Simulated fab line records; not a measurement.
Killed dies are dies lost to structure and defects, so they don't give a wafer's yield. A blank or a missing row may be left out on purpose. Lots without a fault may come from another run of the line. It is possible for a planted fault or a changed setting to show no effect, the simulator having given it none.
One fault through the eyes of 2 desks + flow gf180mcu + what lay behind the numbers comes last; until then each desk has only its own

== THE METROLOGY DESK ==
What the gauges read for every lot (on any tool): the sampled wafers with a number, averaged. Marked OUT: a lot whose mean sits more than 4 standard deviations from the usual mean, which makes it out of limits; the brackets give that distance.
Columns: A = NSD_OVL at GF_NSD_OVL_MEAS_08, usual 1.6 nm
| lot  | first seen here | A   |
|------|-----------------|-----|
| L219 | day 13 16:09    | 0.9 |
| L220 | day 13 18:37    | 2.3 |
| L221 | day 14 07:33    | 1.1 |
| L228 | day 16 17:45    | 1.7 |
| L229 | day 17 02:07    | 1.6 |
| L230 | day 17 12:35    | 2.0 |
| L234 | day 18 13:02    | 1.2 |
| L236 | day 19 05:12    | 0.7 |
| L237 | day 19 14:04    | 0.9 |
| L238 | day 19 18:45    | 1.7 |
| L239 | day 20 04:47    | 0.8 |
| L240 | day 20 13:50    | 1.4 |
This desk's finding: nothing out of limits on any of the 12 lots.

== THE TOOL OWNER'S DESK: pvd-sputter-02 ==
At GF_M1_SPUTTER_04 (material TiN, target thk 50 nm, time 41.7 s) the tool's own readings: per lot run on this tool, the mean of the sampled wafers that have a number. Marked OUT: a lot whose mean sits more than 4 standard deviations from the usual mean, which makes it out of limits; the brackets give that distance.
Columns: A = chamber-pressure-pa at GF_M1_SPUTTER_04, usual 0.4001 Pa; B = throttle-valve-pct at GF_M1_SPUTTER_04, usual 30.0 %
| lot  | first seen here | A                | B    |
|------|-----------------|------------------|------|
| L220 | day 16 13:22    | 0.4001           | 30.5 |
| L221 | day 17 02:29    | 0.4008           | 29.6 |
| L228 | day 19 20:49    | 0.3282 (-84) OUT | 32.2 |
| L229 | day 20 06:25    | 0.3280 (-84) OUT | 33.4 |
| L240 | day 23 17:29    | 0.3997           | 29.9 |
Finding of this desk: L228, L229 out of limits; the first was L228 at day 19 20:49, on chamber-pressure-pa at GF_M1_SPUTTER_04. Within limits: L220, L221, L240.

== ALL TOGETHER ==
At day 19 20:49, on L228, L229, the tool owner's desk was in a position to raise an alarm.
At the metrology desk, nothing out of limits was observed.
The metrology desk holds a record of L228, L229, inside its limits.
All the named lots went through GF_M1_SPUTTER_04 on pvd-sputter-02.

== WHAT THE SIMULATOR HAD PUT IN ==
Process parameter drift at GF_M1_SPUTTER_04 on pvd-sputter-02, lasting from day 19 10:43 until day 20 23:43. The setting chamber-pressure-pa was moved by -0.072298, starting from 0.4. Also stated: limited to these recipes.
Lots struck among those shown: L228, L229.
Delay in hours, fault start to first out-of-limits reading, by desk: the tool owner's desk at 10.
